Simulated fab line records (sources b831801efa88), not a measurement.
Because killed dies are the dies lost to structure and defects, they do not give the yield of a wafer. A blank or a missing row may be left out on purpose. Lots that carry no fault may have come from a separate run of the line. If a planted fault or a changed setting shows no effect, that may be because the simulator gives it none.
A struck lot beside a sound one || flow sky130 || 14 out of 708 route steps
Sound: wafers L948.1, L948.2, L948.5. Wafers L953.1, L953.2, L953.5 were the ones struck. The cause is named last.
At each step with rows: each side's tool, then ch and its chambers, then its first start. Under that, the readings that differ: sound wafers || struck wafers || difference of the means || sigmas: that difference in standard deviations of wafers without a fault.
alike: same words and numbers on both sides, and readings whose means sit less than 2 such deviations apart. not compared: any withheld reading, any reading some wafer has no value for, any bound like >300 that may hide the same value, and any number with overlapping values for which the record gives no deviation.
Wherever a step has rows on one side only, a row that says differs or no value, or a row with sigmas, the two part there. Numbers that don't overlap but have no deviation are shown without sigmas and don't part them. Lack of a reading on every wafer of one side parts them only where that side has two or more wafers.

first, 1 step without rows for these wafers: SKY_NWELL_IMPLANT_24.
SKY_NWELL_STRIP_25: strips in O2/N2.
  sound on plasma asher-03 ch 0,1, day 7 04:43; struck on plasma asher-04 ch 0,1, day 8 07:17
  alike: drypump motor current A, oes product au, strip time to endpoint s
  not compared: rf hours counter h
SKY_NWELL_TW_MEAS_26:
  sound on film metro-02 at day 7 04:49; struck on film metro-01 at day 8 07:23
  alike: NWELL_2_TW
then, 1 step without rows for these wafers: SKY_NWELL_CLEAN_27 (cleans in SC1/SC2, time 150 s).
SKY_NWELL_RTA_28: time 30 s.
  sound on rtp anneal-01 ch 0, day 7 04:55; struck on rtp anneal-02 ch 0, day 8 07:29
  alike: chamber o2 ppm, lamp power pct, wafer_temp_C_max
SKY_NWELL_RS_MEAS_29: measures by four-point-probe.
  sound on film metro-04 at day 7 05:01; struck on film metro-04 at day 8 07:35
  alike: NWELL_RS
SKY_NWELL_RS_MEAS_31: measures by four-point-probe.
  sound on film metro-04 at day 7 05:16; struck on film metro-04 at day 8 07:50
  alike: PWDE_RS
then, 4 steps without rows for these wafers: SKY_VT_ADJUST_HVTP_DEHYDRATE_00 (time 60 s); SKY_VT_ADJUST_HVTP_HMDS_01 (prime time 60 s); SKY_VT_ADJUST_HVTP_COAT_02 (resist thk 1140 nm); SKY_VT_ADJUST_HVTP_SOFTBAKE_03 (time 60 s).
SKY_VT_ADJUST_HVTP_EXPOSE_04: exposes mask HVTPM, target cd 380 nm.
  sound on iline stepper-02 ch 0, day 7 14:58; struck on iline stepper-01 ch 0, day 8 18:16
{"reading": "exposure dose mJ cm2", "sound": "139.97 140.01 139.91", "struck": "136.80 136.71 136.82", "difference": -3.19, "sigmas": -18}
  alike: mask
after that, 1 step had no rows for these wafers: SKY_VT_ADJUST_HVTP_PEB_05.
-- the record jumps here: 40 days lie between the struck wafers' starts before and after (it left off in module VT_ADJUST_HVTP and takes up again in module PAD_OPEN, whose first step shown is number 708 of the route) --
SKY_PAD_OPEN_PROBE_99:
  sound on prober-01 at day 47 19:29; struck on prober-01 at day 48 14:31
{"reading": "killed_at_M4_up", "sound": "1 2 2", "struck": "6 3 8", "difference": "+4", "sigmas": "+2"}
  alike: killed_at_M0_to_M3, killed at contacts, killed at front end, killed at other, killed dies, killed open, killed short

== WHERE THEY PART ==
First at SKY_VT_ADJUST_HVTP_EXPOSE_04; last, within this record, at SKY_PAD_OPEN_PROBE_99.

WHY: whatever the simulator had introduced
Drift in process parameters on iline stepper-01 at SKY_VT_ADJUST_HVTP_EXPOSE_04, starting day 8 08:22. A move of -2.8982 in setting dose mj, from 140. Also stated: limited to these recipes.
